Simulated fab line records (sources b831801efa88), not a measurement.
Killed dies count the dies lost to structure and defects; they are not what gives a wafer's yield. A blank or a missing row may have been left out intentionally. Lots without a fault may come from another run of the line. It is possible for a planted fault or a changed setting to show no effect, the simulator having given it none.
A struck lot beside a sound one | flow sky130 | 15 steps out of a route of 708
Sound: these wafers, L361.3, L361.4, L361.6. Struck: wafer L369.2 (L369.5, L369.6, from the same lot, were not struck and are left out); the cause is given at the end.
Each step with rows lists, per side, the tool, then ch with its chambers, then its first start. Under that, the readings that differ: sound wafers | struck wafers | difference of the means | sigmas: that difference in standard deviations of wafers without a fault.
alike: a reading whose means differ by less than 2 such deviations, as well as words and numbers matching on both sides. not compared: withheld readings; readings where some wafer has no value; bounds like >300 that might hide an equal value; numbers whose values overlap and for which the record gives no deviation.
Wherever a step has rows on one side only, a row that says differs or no value, or a row with sigmas, the two part there. When numbers do not overlap yet have no deviation, they are printed without sigmas and do not part them. Lack of a reading on every wafer of one side parts them only where that side has two or more wafers.

SKY_VIA3_CMP_02: polishes SiO2.
  sound on cmp-02 ch 1,3, day 42 01:48; struck on cmp-01 ch 1, day 43 19:19
  alike: motor_current_A
SKY_VIA3_BOW_MEAS_03:
  sound on film_metro-04 at day 42 02:08; struck on film_metro-01 at day 43 19:38
  alike: VIA3_BOW
then, 8 steps without rows for these wafers: SKY_VIA3_DEHYDRATE_04 (time 60 s); SKY_VIA3_HMDS_05 (prime time 60 s); SKY_VIA3_COAT_06 (resist thk 60 nm); SKY_VIA3_COAT_07 (resist thk 450 nm); SKY_VIA3_SOFTBAKE_08 (time 90 s); SKY_VIA3_EXPOSE_09 (exposes mask VIM3, target cd 200 nm); SKY_VIA3_PEB_10; SKY_VIA3_DEVELOP_11 (develop time 60 s).
SKY_VIA3_CD_MEAS_12: target cd 200 nm.
  sound on cd_sem-02 at day 43 00:47; struck on cd_sem-01 at day 44 17:40
  alike: cd_nm
SKY_VIA3_OVL_MEAS_13:
  sound on overlay-02 at day 43 00:53; struck on overlay-02 at day 44 17:47
  alike: VIA3_OVL
SKY_VIA3_ETCH_14: etches BARC in N2/H2, stops on SiO2, time 45.9 s, target depth 60 nm.
  sound on rie_diel-04 ch 0,1,3, day 43 00:55; struck on rie_diel-02 ch 1, day 44 17:49
  reading    | sound                | struck | difference | sigmas
  bias_w (W) | 100.08 100.39 100.09 | 104.11 | +3.92      | +14
  alike: drypump_motor_current_A, n2_flow_sccm, oes_product_au, throttle_valve_pct
  not compared: rf_hours_counter_h
SKY_VIA3_ETCH_15: etches SiO2 in C4F8/O2/Ar, stops on TiN, target depth 507 nm, time 78 s.
  sound on rie_diel-04 ch 0,1,3, day 43 00:57; struck on rie_diel-02 ch 1, day 44 17:51
  alike: bias_w, oes_product_au
then, 1 step without rows for these wafers: SKY_PAD_OPEN_PROBE_99.

## WHERE THEY PART
Only at SKY_VIA3_ETCH_14, within this record. Later steps at which nothing parts them and some readings are alike: SKY_VIA3_ETCH_15.

WHY: what had been put in by the simulator
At SKY_VIA3_ETCH_14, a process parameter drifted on rie_diel-02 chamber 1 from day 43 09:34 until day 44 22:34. A move of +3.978 in setting bias_w, from 100. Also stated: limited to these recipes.
